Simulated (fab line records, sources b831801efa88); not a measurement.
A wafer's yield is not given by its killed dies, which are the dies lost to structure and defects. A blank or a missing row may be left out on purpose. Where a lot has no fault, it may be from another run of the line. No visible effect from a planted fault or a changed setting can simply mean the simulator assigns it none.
fab line records :: flow sky130
record:
  lots: 14
  wafers: 42
  lastDay: 50
route steps=708 shown SD_N@344 PAD_OPEN@708
lots untouched by any fault: they come from a run of this same line in which no faults occurred
startH: hours from the record's first day to the start of the lot's first wafer shown :: waitH: how many hours have passed since the lot's step before this one :: " repeats the value in the row above :: L1.1+2: a row that stands for several wafers :: - either no value or no given start :: * or withheld: withheld :: < > ~ a bound
route shown NAME@n: a module of which the file shows steps, and the number in the route of the first :: usual: the fault-free wafers' mean and standard deviation :: same: alike in all rows :: chamber/n: place in a boat :: sites: the reading at each site :: _std_site: their standard deviation :: _edge_site: mean of outer sites minus mean of inner sites :: radiusMm: how far each site lies from the wafer's centre :: mask NAME#n: copy n :: behind: the last tool/chamber to shape the wafer :: hold: cause of the lot's hold/its duration in hours/its outcome :: device: which transistor (n, p or np) failed to switch :: end of line: tests of these same wafers at the route's end :: a step with no rows: only its recipe :: killed: dies that structure and defects cost at the first sort, which is not the same as the wafer's yield :: map: dies across one wafer; x = killed, . = not, _ = none there
set.NAME: the run value of the setting; set.NAME@STEP: its run value at that earlier step :: model.NAME: the simulator's own value behind a step, which no gauge read
one table for each step of the route and one row for each wafer, over a sample of lots
services: from which hour (startH, from the record's first day; less than 0 if before it) a tool's chamber was out of use, for how many hours, and why
== steps ==
step: SKY_SD_N_COAT_02
recipe:
  resist: NOVOLAK
  spinRpm: 3000
  resistThkNm: 1140
lot.wafer: L471.1+2+6
tool: lithoTrack-01
chamber: 0
startH: 618.25
waitH: 0.1

lot.wafer: L473.1+5+6
tool: lithoTrack-04
chamber: 0
startH: 644.90
waitH: 0.1

lot.wafer: L474.1+3+5
tool: lithoTrack-01
chamber: 0
startH: 648.05
waitH: 0.1

lot.wafer: L481.1+2+5
tool: lithoTrack-03
chamber: 0
startH: 714.30
waitH: 0.1

lot.wafer: L482.1+2+4
tool: lithoTrack-01
chamber: 0
startH: 724.00
waitH: 0.1

lot.wafer: L483.1+3+4
tool: lithoTrack-01
chamber: 0
startH: 726.60
waitH: 0.1

lot.wafer: L485.2+3+6
tool: lithoTrack-03
chamber: 0
startH: 735.03
waitH: 0.1

lot.wafer: L487.2+3+5
tool: lithoTrack-04
chamber: 0
startH: 757.68
waitH: 0.1

lot.wafer: L489.2+3+5
tool: lithoTrack-01
chamber: 0
startH: 801.97
waitH: 0.1

lot.wafer: L488.1+3+4
tool: lithoTrack-04
chamber: 0
startH: 805.45
waitH: 0.1

lot.wafer: L491.1+2+6
tool: lithoTrack-03
chamber: 0
startH: 807.05
waitH: 0.1

lot.wafer: L492.3+4+6
tool: lithoTrack-01
chamber: 0
startH: 808.10
waitH: 0.1

lot.wafer: L490.1+2+4
tool: lithoTrack-01
chamber: 0
startH: 809.25
waitH: 0.1

lot.wafer: L493.2+4+5
tool: lithoTrack-01
chamber: 0
startH: 810.47
waitH: 0.1
step: SKY_SD_N_CD_MEAS_07
recipe:
  targetCdNm: 380
usual:
  cdNm: 380/3.1
lot.wafer: L471.1
tool: cdSem-02
chamber: -
startH: 632.95
waitH: 0.1
hold: -
cdNm: 376

lot.wafer: L471.2
tool: cdSem-02
chamber: -
startH: 632.95
waitH: 0.1
hold: -
cdNm: 379

lot.wafer: L471.6
tool: cdSem-02
chamber: -
startH: 632.95
waitH: 0.1
hold: -
cdNm: 377

lot.wafer: L473.1
tool: cdSem-02
chamber: -
startH: 659.35
waitH: 0.1
hold: -
cdNm: 375

lot.wafer: L473.5
tool: cdSem-02
chamber: -
startH: 659.35
waitH: 0.1
hold: -
cdNm: 373

lot.wafer: L473.6
tool: cdSem-02
chamber: -
startH: 659.35
waitH: 0.1
hold: -
cdNm: 373

lot.wafer: L474.1
tool: cdSem-02
chamber: -
startH: 662.50
waitH: 0.1
hold: -
cdNm: 379

lot.wafer: L474.3
tool: cdSem-02
chamber: -
startH: 662.50
waitH: 0.1
hold: -
cdNm: 375

lot.wafer: L474.5
tool: cdSem-02
chamber: -
startH: 662.50
waitH: 0.1
hold: -
cdNm: 376

lot.wafer: L481.1
tool: cdSem-02
chamber: -
startH: 727.75
waitH: 0.1
hold: -
cdNm: 379

lot.wafer: L481.2
tool: cdSem-02
chamber: -
startH: 727.75
waitH: 0.1
hold: -
cdNm: 379

lot.wafer: L481.5
tool: cdSem-02
chamber: -
startH: 727.75
waitH: 0.1
hold: -
cdNm: 378

lot.wafer: L482.1
tool: cdSem-01
chamber: -
startH: 737.65
waitH: 0.1
hold: awaitDispo/0.2h/release
cdNm: 425

lot.wafer: L482.2
tool: cdSem-01
chamber: -
startH: 737.65
waitH: 0.1
hold: awaitDispo/0.2h/release
cdNm: 422

lot.wafer: L482.4
tool: cdSem-01
chamber: -
startH: 737.65
waitH: 0.1
hold: awaitDispo/0.2h/release
cdNm: 423

lot.wafer: L482.1
tool: cdSem-01
chamber: -
startH: 737.93
waitH: 0.3
hold: -
cdNm: 426

lot.wafer: L482.2
tool: cdSem-01
chamber: -
startH: 737.93
waitH: 0.3
hold: -
cdNm: 422

lot.wafer: L482.4
tool: cdSem-01
chamber: -
startH: 737.93
waitH: 0.3
hold: -
cdNm: 423

lot.wafer: L483.1
tool: cdSem-01
chamber: -
startH: 739.70
waitH: 0.1
hold: awaitDispo/0.2h/release
cdNm: 413

lot.wafer: L483.3
tool: cdSem-01
chamber: -
startH: 739.70
waitH: 0.1
hold: awaitDispo/0.2h/release
cdNm: 413

lot.wafer: L483.4
tool: cdSem-01
chamber: -
startH: 739.70
waitH: 0.1
hold: awaitDispo/0.2h/release
cdNm: 412

lot.wafer: L483.1
tool: cdSem-01
chamber: -
startH: 740.22
waitH: 0.5
hold: -
cdNm: 413

lot.wafer: L483.3
tool: cdSem-01
chamber: -
startH: 740.22
waitH: 0.5
hold: -
cdNm: 414

lot.wafer: L483.4
tool: cdSem-01
chamber: -
startH: 740.22
waitH: 0.5
hold: -
cdNm: 412

lot.wafer: L485.2
tool: cdSem-02
chamber: -
startH: 749.17
waitH: 0.1
hold: -
cdNm: 384

lot.wafer: L485.3
tool: cdSem-02
chamber: -
startH: 749.17
waitH: 0.1
hold: -
cdNm: 381

lot.wafer: L485.6
tool: cdSem-02
chamber: -
startH: 749.17
waitH: 0.1
hold: -
cdNm: 383

lot.wafer: L487.2
tool: cdSem-01
chamber: -
startH: 771.07
waitH: 0.1
hold: -
cdNm: 385

lot.wafer: L487.3
tool: cdSem-01
chamber: -
startH: 771.07
waitH: 0.1
hold: -
cdNm: 383

lot.wafer: L487.5
tool: cdSem-01
chamber: -
startH: 771.07
waitH: 0.1
hold: -
cdNm: 384

lot.wafer: L489.2
tool: cdSem-01
chamber: -
startH: 815.47
waitH: 0.1
hold: -
cdNm: 381

lot.wafer: L489.3
tool: cdSem-01
chamber: -
startH: 815.47
waitH: 0.1
hold: -
cdNm: 380

lot.wafer: L489.5
tool: cdSem-01
chamber: -
startH: 815.47
waitH: 0.1
hold: -
cdNm: 380

lot.wafer: L488.1
tool: cdSem-01
chamber: -
startH: 818.45
waitH: 0.1
hold: -
cdNm: 381

lot.wafer: L488.3
tool: cdSem-01
chamber: -
startH: 818.45
waitH: 0.1
hold: -
cdNm: 381

lot.wafer: L488.4
tool: cdSem-01
chamber: -
startH: 818.45
waitH: 0.1
hold: -
cdNm: 380

lot.wafer: L491.1
tool: cdSem-01
chamber: -
startH: 819.65
waitH: 0.1
hold: -
cdNm: 381

lot.wafer: L491.2
tool: cdSem-01
chamber: -
startH: 819.65
waitH: 0.1
hold: -
cdNm: 382

lot.wafer: L491.6
tool: cdSem-01
chamber: -
startH: 819.65
waitH: 0.1
hold: -
cdNm: 383

lot.wafer: L492.3
tool: cdSem-02
chamber: -
startH: 821.09
waitH: 0.1
hold: -
cdNm: 382

lot.wafer: L492.4
tool: cdSem-02
chamber: -
startH: 821.09
waitH: 0.1
hold: -
cdNm: 381

lot.wafer: L492.6
tool: cdSem-02
chamber: -
startH: 821.09
waitH: 0.1
hold: -
cdNm: 382

lot.wafer: L490.1
tool: cdSem-02
chamber: -
startH: 822.50
waitH: 0.1
hold: -
cdNm: 380

lot.wafer: L490.2
tool: cdSem-02
chamber: -
startH: 822.50
waitH: 0.1
hold: -
cdNm: 381

lot.wafer: L490.4
tool: cdSem-02
chamber: -
startH: 822.50
waitH: 0.1
hold: -
cdNm: 381

lot.wafer: L493.2
tool: cdSem-02
chamber: -
startH: 823.37
waitH: 0.1
hold: -
cdNm: 376

lot.wafer: L493.4
tool: cdSem-02
chamber: -
startH: 823.37
waitH: 0.1
hold: -
cdNm: 377

lot.wafer: L493.5
tool: cdSem-02
chamber: -
startH: 823.37
waitH: 0.1
hold: -
cdNm: 378
step: SKY_SD_N_STRIP_11
recipe:
  chemistry: O2/N2
  powerW: 1400
  pressureMtorr: 1500
  platenTempC: withheld
  o2FlowSccm: 3000
  n2FlowSccm: 300
  overashFraction: 0.5
usual:
  drypumpMotorCurrentA: 5.5/0.41
  n2FlowSccm: 300.0/0.85
  oesProductAu: 0.526/0.0042
  stripTimeToEndpointS: 22.54/0.045
lot.wafer: L471.1
tool: plasmaAsher-04
chamber: 1
startH: 633.40
waitH: 0.1
drypumpMotorCurrentA: 6.1
n2FlowSccm: 300.2
oesProductAu: 0.522
rfHoursCounterH: 20
stripTimeToEndpointS: 22.55

lot.wafer: L471.2
tool: plasmaAsher-04
chamber: 0
startH: 633.40
waitH: 0.1
drypumpMotorCurrentA: 5.8
n2FlowSccm: 300.1
oesProductAu: 0.528
rfHoursCounterH: 20
stripTimeToEndpointS: 22.54

lot.wafer: L471.6
tool: plasmaAsher-04
chamber: 0
startH: 633.40
waitH: 0.1
drypumpMotorCurrentA: 5.8
n2FlowSccm: 299.5
oesProductAu: 0.533
rfHoursCounterH: -
stripTimeToEndpointS: 22.55

lot.wafer: L473.1
tool: plasmaAsher-03
chamber: 1
startH: 659.81
waitH: 0.1
drypumpMotorCurrentA: 5.1
n2FlowSccm: 299.0
oesProductAu: 0.523
rfHoursCounterH: 96
stripTimeToEndpointS: 22.53

lot.wafer: L473.5
tool: plasmaAsher-03
chamber: 0
startH: 659.81
waitH: 0.1
drypumpMotorCurrentA: 5.7
n2FlowSccm: 299.3
oesProductAu: 0.524
rfHoursCounterH: -
stripTimeToEndpointS: 22.48

lot.wafer: L473.6
tool: plasmaAsher-03
chamber: 1
startH: 659.81
waitH: 0.1
drypumpMotorCurrentA: 5.2
n2FlowSccm: 298.8
oesProductAu: 0.530
rfHoursCounterH: -
stripTimeToEndpointS: 22.44

lot.wafer: L474.1
tool: plasmaAsher-01
chamber: 0
startH: 662.96
waitH: 0.1
drypumpMotorCurrentA: 5.5
n2FlowSccm: 298.8
oesProductAu: 0.520
rfHoursCounterH: 88
stripTimeToEndpointS: 22.63

lot.wafer: L474.3
tool: plasmaAsher-01
chamber: 0
startH: 662.96
waitH: 0.1
drypumpMotorCurrentA: 5.5
n2FlowSccm: 299.5
oesProductAu: 0.525
rfHoursCounterH: -
stripTimeToEndpointS: 22.60

lot.wafer: L474.5
tool: plasmaAsher-01
chamber: 0
startH: 662.96
waitH: 0.1
drypumpMotorCurrentA: 5.6
n2FlowSccm: 299.4
oesProductAu: 0.524
rfHoursCounterH: -
stripTimeToEndpointS: 22.60

lot.wafer: L481.1
tool: plasmaAsher-04
chamber: 0
startH: 728.21
waitH: 0.1
drypumpMotorCurrentA: 5.8
n2FlowSccm: 300.5
oesProductAu: 0.531
rfHoursCounterH: 30
stripTimeToEndpointS: 22.50

lot.wafer: L481.2
tool: plasmaAsher-04
chamber: 1
startH: 728.21
waitH: 0.1
drypumpMotorCurrentA: 6.1
n2FlowSccm: 301.2
oesProductAu: 0.533
rfHoursCounterH: 30
stripTimeToEndpointS: 22.47

lot.wafer: L481.5
tool: plasmaAsher-04
chamber: 0
startH: 728.21
waitH: 0.1
drypumpMotorCurrentA: 5.8
n2FlowSccm: 299.7
oesProductAu: 0.529
rfHoursCounterH: -
stripTimeToEndpointS: 22.55

lot.wafer: L482.1
tool: plasmaAsher-01
chamber: 1
startH: 740.37
waitH: 0.1
drypumpMotorCurrentA: 4.9
n2FlowSccm: 300.2
oesProductAu: 0.485
rfHoursCounterH: 96
stripTimeToEndpointS: 18.84

lot.wafer: L482.2
tool: plasmaAsher-01
chamber: 0
startH: 740.37
waitH: 0.1
drypumpMotorCurrentA: 5.6
n2FlowSccm: 299.9
oesProductAu: 0.486
rfHoursCounterH: 96
stripTimeToEndpointS: 18.89

lot.wafer: L482.4
tool: plasmaAsher-01
chamber: 1
startH: 740.37
waitH: 0.1
drypumpMotorCurrentA: 4.9
n2FlowSccm: 300.0
oesProductAu: 0.492
rfHoursCounterH: -
stripTimeToEndpointS: 18.86

lot.wafer: L483.1
tool: plasmaAsher-04
chamber: 1
startH: 745.35
waitH: 0.1
drypumpMotorCurrentA: 6.1
n2FlowSccm: 298.7
oesProductAu: 0.485
rfHoursCounterH: 32
stripTimeToEndpointS: 18.91

lot.wafer: L483.3
tool: plasmaAsher-04
chamber: 1
startH: 745.35
waitH: 0.1
drypumpMotorCurrentA: 6.1
n2FlowSccm: 299.3
oesProductAu: 0.475
rfHoursCounterH: -
stripTimeToEndpointS: 18.90

lot.wafer: L483.4
tool: plasmaAsher-04
chamber: 0
startH: 745.35
waitH: 0.1
drypumpMotorCurrentA: 5.8
n2FlowSccm: 300.5
oesProductAu: 0.490
rfHoursCounterH: -
stripTimeToEndpointS: 18.91

lot.wafer: L485.2
tool: plasmaAsher-01
chamber: 0
startH: 749.61
waitH: 0.1
drypumpMotorCurrentA: 5.5
n2FlowSccm: 300.6
oesProductAu: 0.536
rfHoursCounterH: 97
stripTimeToEndpointS: 22.54

lot.wafer: L485.3
tool: plasmaAsher-01
chamber: 0
startH: 749.61
waitH: 0.1
drypumpMotorCurrentA: 5.6
n2FlowSccm: 300.4
oesProductAu: 0.517
rfHoursCounterH: -
stripTimeToEndpointS: 22.56

lot.wafer: L485.6
tool: plasmaAsher-01
chamber: 0
startH: 749.61
waitH: 0.1
drypumpMotorCurrentA: 5.6
n2FlowSccm: 300.3
oesProductAu: 0.517
rfHoursCounterH: -
stripTimeToEndpointS: 22.53

lot.wafer: L487.2
tool: plasmaAsher-03
chamber: 1
startH: 771.50
waitH: 0.1
drypumpMotorCurrentA: 5.1
n2FlowSccm: 299.1
oesProductAu: 0.524
rfHoursCounterH: 3
stripTimeToEndpointS: 22.52

lot.wafer: L487.3
tool: plasmaAsher-03
chamber: 1
startH: 771.50
waitH: 0.1
drypumpMotorCurrentA: 5.1
n2FlowSccm: 299.7
oesProductAu: 0.525
rfHoursCounterH: -
stripTimeToEndpointS: 22.52

lot.wafer: L487.5
tool: plasmaAsher-03
chamber: 0
startH: 771.50
waitH: 0.1
drypumpMotorCurrentA: 5.7
n2FlowSccm: 299.4
oesProductAu: 0.533
rfHoursCounterH: -
stripTimeToEndpointS: 22.55

lot.wafer: L489.2
tool: plasmaAsher-03
chamber: 0
startH: 815.91
waitH: 0.1
drypumpMotorCurrentA: 5.7
n2FlowSccm: 300.3
oesProductAu: 0.525
rfHoursCounterH: 7
stripTimeToEndpointS: 22.61

lot.wafer: L489.3
tool: plasmaAsher-03
chamber: 1
startH: 815.91
waitH: 0.1
drypumpMotorCurrentA: 5.2
n2FlowSccm: 300.0
oesProductAu: 0.533
rfHoursCounterH: -
stripTimeToEndpointS: 22.54

lot.wafer: L489.5
tool: plasmaAsher-03
chamber: 0
startH: 815.91
waitH: 0.1
drypumpMotorCurrentA: 5.7
n2FlowSccm: 299.4
oesProductAu: 0.520
rfHoursCounterH: -
stripTimeToEndpointS: 22.56

lot.wafer: L488.1
tool: plasmaAsher-01
chamber: 1
startH: 818.91
waitH: 0.1
drypumpMotorCurrentA: 4.9
n2FlowSccm: 298.6
oesProductAu: 0.525
rfHoursCounterH: 104
stripTimeToEndpointS: 22.49

lot.wafer: L488.3
tool: plasmaAsher-01
chamber: 1
startH: 818.91
waitH: 0.1
drypumpMotorCurrentA: 4.9
n2FlowSccm: 299.3
oesProductAu: 0.523
rfHoursCounterH: -
stripTimeToEndpointS: 22.49

lot.wafer: L488.4
tool: plasmaAsher-01
chamber: 0
startH: 818.91
waitH: 0.1
drypumpMotorCurrentA: 5.6
n2FlowSccm: 301.0
oesProductAu: 0.524
rfHoursCounterH: -
stripTimeToEndpointS: 22.48

lot.wafer: L491.1
tool: plasmaAsher-01
chamber: 0
startH: 820.10
waitH: 0.1
drypumpMotorCurrentA: 5.6
n2FlowSccm: 300.0
oesProductAu: 0.532
rfHoursCounterH: 104
stripTimeToEndpointS: 22.60

lot.wafer: L491.2
tool: plasmaAsher-01
chamber: 1
startH: 820.10
waitH: 0.1
drypumpMotorCurrentA: 4.9
n2FlowSccm: 299.7
oesProductAu: 0.526
rfHoursCounterH: 104
stripTimeToEndpointS: 22.57

lot.wafer: L491.6
tool: plasmaAsher-01
chamber: 0
startH: 820.10
waitH: 0.1
drypumpMotorCurrentA: 5.6
n2FlowSccm: 299.5
oesProductAu: 0.532
rfHoursCounterH: -
stripTimeToEndpointS: 22.58

lot.wafer: L492.3
tool: plasmaAsher-01
chamber: 1
startH: 821.54
waitH: 0.1
drypumpMotorCurrentA: 4.9
n2FlowSccm: 300.1
oesProductAu: 0.533
rfHoursCounterH: -
stripTimeToEndpointS: 22.53

lot.wafer: L492.4
tool: plasmaAsher-01
chamber: 0
startH: 821.54
waitH: 0.1
drypumpMotorCurrentA: 5.6
n2FlowSccm: 302.1
oesProductAu: 0.525
rfHoursCounterH: -
stripTimeToEndpointS: 22.49

lot.wafer: L492.6
tool: plasmaAsher-01
chamber: 0
startH: 821.54
waitH: 0.1
drypumpMotorCurrentA: 5.6
n2FlowSccm: 300.7
oesProductAu: 0.531
rfHoursCounterH: -
stripTimeToEndpointS: 22.57

lot.wafer: L490.1
tool: plasmaAsher-01
chamber: 0
startH: 822.96
waitH: 0.1
drypumpMotorCurrentA: 5.6
n2FlowSccm: 299.2
oesProductAu: 0.528
rfHoursCounterH: 104
stripTimeToEndpointS: 22.46

lot.wafer: L490.2
tool: plasmaAsher-01
chamber: 1
startH: 822.96
waitH: 0.1
drypumpMotorCurrentA: 4.9
n2FlowSccm: 301.4
oesProductAu: 0.534
rfHoursCounterH: 104
stripTimeToEndpointS: 22.46

lot.wafer: L490.4
tool: plasmaAsher-01
chamber: 1
startH: 822.96
waitH: 0.1
drypumpMotorCurrentA: 4.9
n2FlowSccm: 299.4
oesProductAu: 0.518
rfHoursCounterH: -
stripTimeToEndpointS: 22.47

lot.wafer: L493.2
tool: plasmaAsher-01
chamber: 1
startH: 823.81
waitH: 0.1
drypumpMotorCurrentA: 4.9
n2FlowSccm: 299.1
oesProductAu: 0.524
rfHoursCounterH: 104
stripTimeToEndpointS: 22.52

lot.wafer: L493.4
tool: plasmaAsher-01
chamber: 0
startH: 823.81
waitH: 0.1
drypumpMotorCurrentA: 5.5
n2FlowSccm: 301.9
oesProductAu: 0.528
rfHoursCounterH: -
stripTimeToEndpointS: 22.56

lot.wafer: L493.5
tool: plasmaAsher-01
chamber: 0
startH: 823.81
waitH: 0.1
drypumpMotorCurrentA: 5.6
n2FlowSccm: 301.1
oesProductAu: 0.526
rfHoursCounterH: -
stripTimeToEndpointS: 22.50
step: SKY_PAD_OPEN_PROBE_99
usual:
  killed_at_M0_to_M3: 44/7.1
  killed_at_M4_up: 3.1/1.8
  killedAtContacts: 24/5.3
  killedAtFrontEnd: 15/4.5
  killedAtOther: 0.2/0.42
  killedDies: 86/9.6
  killedOpen: 46/6.9
  killedShort: 40/6.4
same:
  grossDies: 492
  killedAtBackSide: 0
lot.wafer: L485.2
tool: prober-02
chamber: -
startH: 1146.98
waitH: 0.1
killed_at_M0_to_M3: 45
killed_at_M4_up: 2
killedAtContacts: 18
killedAtFrontEnd: 8
killedAtOther: 0
killedDies: 73
killedOpen: 44
killedShort: 29

lot.wafer: L485.3
tool: prober-02
chamber: -
startH: 1147.03
waitH: 0.2
killed_at_M0_to_M3: 55
killed_at_M4_up: 3
killedAtContacts: 29
killedAtFrontEnd: 13
killedAtOther: 0
killedDies: 100
killedOpen: 45
killedShort: 55

lot.wafer: L485.6
tool: prober-02
chamber: -
startH: 1147.18
waitH: 0.2
killed_at_M0_to_M3: 42
killed_at_M4_up: 3
killedAtContacts: 24
killedAtFrontEnd: 6
killedAtOther: 1
killedDies: 76
killedOpen: 41
killedShort: 35
killed by level:class
L485.2 CONTACT:geometricParticle:open=10 VIA1:geometricParticle:open=8 VIA2:geometricParticle:open=8 METAL2:geometricParticle:short=6 VIA3:geometricParticle:open=6 METAL1:geometricParticle:short=5 VIA1:geometricParticle:short=4 FIELD_ISO:geometricParticle:open=3
L485.3 CONTACT:geometricParticle:open=15 METAL1:geometricParticle:short=10 VIA1:geometricParticle:short=8 VIA2:geometricParticle:open=7 VIA2:geometricParticle:short=7 VIA1:geometricParticle:open=6 CONTACT:geometricParticle:short=6 METAL2:geometricParticle:short=6
L485.6 VIA1:geometricParticle:open=12 CONTACT:geometricParticle:open=9 CONTACT:geometricParticle:short=7 VIA1:geometricParticle:short=5 VIA2:geometricParticle:open=5 FIELD_ISO:geometricParticle:open=4 METAL1:geometricParticle:short=4 METAL2:geometricParticle:short=4
== services ==
tool: plasmaAsher-03
chamber: -
startH: 622.89
hours: 28.6
kind: repair

tool: plasmaAsher-03
chamber: -
startH: 633.63
hours: 0.7
kind: repair

tool: plasmaAsher-03
chamber: -
startH: 733.75
hours: 9.0
kind: pm

tool: plasmaAsher-03
chamber: 0
startH: 733.75
hours: 9.0
kind: ventCycle

tool: plasmaAsher-03
chamber: 1
startH: 733.75
hours: 9.0
kind: ventCycle

tool: plasmaAsher-03
chamber: 0
startH: 742.75
hours: -
kind: clean

tool: plasmaAsher-03
chamber: 1
startH: 742.75
hours: -
kind: clean

tool: plasmaAsher-01
chamber: -
startH: 751.68
hours: 2.3
kind: repair
== key ==
firstSign:
  step: SKY_SD_N_CD_MEAS_07
  reading: visit
  direction: added
effect:
  step: SKY_SD_N_CD_MEAS_07
  reading: cdNm
  direction: up
  sigmas: 12
  usual: 380
  struck: 418
effect:
  step: SKY_SD_N_STRIP_11
  reading: stripTimeToEndpointS
  direction: down
  sigmas: 82
  usual: *
  struck: *
metAt SKY_SD_N_COAT_02
struckLots L482,L483
testerLeftOut L482,L483
onsetBetween 648.05 724.00
fault:
  kind: processParameterDrift
  tool: lithoTrack-01
  chamber: -
  onsetH: 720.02
  steps: SKY_SD_N_COAT_02
  channel: resistThkNm
  offset: -323.7
  shape: step
  endH: 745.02
  actsIn: theseRecipesOnly
  stated: 1140
testerLeftOut: of these lots the tester's yield and bins aren't shown, on N5 and GAA mostly nor the transistor test; their killed dies are dies lost to structure and defects alone, not to doping, threshold or leakage, so they don't give the yield
